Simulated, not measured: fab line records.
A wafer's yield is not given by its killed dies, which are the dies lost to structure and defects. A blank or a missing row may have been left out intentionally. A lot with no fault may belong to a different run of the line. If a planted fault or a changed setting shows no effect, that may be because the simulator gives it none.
Code-filled problem report in 8D (eight disciplines) form + flow sky130 + the parts of the form that need people (team, actions taken, sign-off) are left out

== 1. WHAT WENT WRONG ==
POLY_GATE_CVD_03_THK at SKY_POLY_GATE_THK_MEAS_04 reads a mean of 42.2 nm on 6 wafers of 2 lots; wafers without a fault read 74.9 nm with a standard deviation of 0.68. That is -48 standard deviations from the usual mean.
First observed at day 17 18:35: wafer L632.1, on film_metro-01. Wafers with a number at this step in the record: 36, from 12 lots. Rule for "out", or "out of limits": more than 4 standard deviations from the usual mean. All remaining wafers that have a number are taken as sound.

== 2. WHAT IT IS; WHAT IT IS NOT ==
| question                    | is                           | is not                                                                                                  |
|-----------------------------|------------------------------|---------------------------------------------------------------------------------------------------------|
| which readings at this step | POLY_GATE_CVD_03_THK         | -                                                                                                       |
| which lots                  | L632, L633                   | L625, L628, L630, L640, L642, L643, L644, L645, L646, L647                                              |
| which wafers of those lots  | all that have a number       | -                                                                                                       |
| read on which gauges        | film_metro-01, film_metro-02 | film_metro-04                                                                                           |
| when                        | from day 17 18:35            | up to then (9 sound wafers); but 21 sound wafers of L640, L642, L643, L644, L645, L646, L647 came after |

== 3. WHAT RULES OUT EACH SUSPECT ==
Counting: a tool at any process step up to the reading remains a suspect when it ran all the lots that are out and ran no sound lot after the first of those.
- ruled out: the gauge at SKY_POLY_GATE_THK_MEAS_04. 2 gauges (film_metro-01, film_metro-02) read the wafers that are out.
- lpcvd-02 at SKY_POLY_GATE_CVD_03 (deposits Si3N4 from DCS/NH3, target thk 75 nm, time 1290 s): ruled out as a lasting fault. Following L632 (day 17 17:14), the first lot on it that is out, the sound lots L640, L642, L643, L644, L645, L646, L647 were run on it.
Left after counting: nothing in the record.

== 4. THE CAUSE (what the simulator had put in) ==
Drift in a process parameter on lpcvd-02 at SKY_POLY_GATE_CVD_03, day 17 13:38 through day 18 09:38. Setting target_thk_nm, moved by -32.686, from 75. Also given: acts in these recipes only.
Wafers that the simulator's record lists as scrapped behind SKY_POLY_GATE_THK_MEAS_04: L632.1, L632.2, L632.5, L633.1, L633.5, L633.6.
The count ruled it out by mistake, since the rule takes a fault to strike every lot its tool runs from the start of the fault on, and this one did not do so.

== 5. THE CHAIN OF EFFECTS, in route order ==
One row per reading whose mean, taken over the struck wafers that have a number, lies over 3 standard deviations from the usual. Scope: only readings with a usual standard deviation given in the record; hours: median across lots of the time from each lot's start at the first step in this table that gives one to its start at this step; sigmas: change in usual standard deviations.
| hours | step                      | reading              | usual   | on struck wafers | change | sigmas |
|-------|---------------------------|----------------------|---------|------------------|--------|--------|
| 0     | SKY_POLY_GATE_THK_MEAS_04 | POLY_GATE_CVD_03_THK | 74.9 nm | 42.2             | -32.7  | -48    |

== 6. WHAT WOULD HAVE CAUGHT IT SOONER ==
The first out-of-limits reading at a measuring or inspecting step in this record came at day 17 18:35, 5 hours after the fault's start at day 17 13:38.
